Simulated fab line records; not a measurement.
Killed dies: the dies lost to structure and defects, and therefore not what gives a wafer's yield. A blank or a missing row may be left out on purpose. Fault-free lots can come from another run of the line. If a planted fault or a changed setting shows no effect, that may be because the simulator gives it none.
Matching of chambers | flow gf180mcu | pecvd-01 running GF_PASSIVATION_CVD_00: 3 sister chambers
The step deposits SiO2 from TEOS, target thk 1000 nm, time 111.95 s. 3 wafers are shown with their chamber, then 7 later ones without.

== EACH WAFER AND ITS CHAMBER ==
wafer  | chamber | heater power w (W)
L111.3 | 1       | 586
L113.1 | 2       | 690
L113.2 | 0       | 575

== WAFERS WITHOUT THEIR CHAMBER ==
wafer  | heater power w (W)
L113.4 | 696
L120.1 | 648
L120.2 | 705
L120.6 | 705
L121.1 | 528
L121.2 | 688
L121.3 | 571

== EACH ONE'S CHAMBER ==
wafer  | from the rows above          | in truth
L113.4 | 2                            | 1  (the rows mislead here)
L120.1 | can't be placed: 2 or 1 or 0 | 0
L120.2 | 2                            | 2
L120.6 | 2                            | 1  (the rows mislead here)
L121.1 | can't be placed: 0 or 1      | 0
L121.2 | 2                            | 2
L121.3 | can't be placed: 0 or 1      | 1
Placed correctly: 2 of 7. From these rows, 3 cannot be placed; in 3 the true chamber is one of the candidates. Placed wrongly: 2.
How it was worked out, from the rows above alone: a wafer's distance from a chamber is the root of the sum, over the readings, of the square of ((its reading less the chamber's mean) divided by the reading's scatter). If the next closest chamber is less than 2 further off than the closest, the wafer can't be placed; otherwise it belongs to the closest. For every chamber, the mean is computed from those of its wafers that are shown. The scatter (one wafer shown for each chamber): square how far every hidden wafer sits from the nearest shown wafer, average those squares and take the square root.
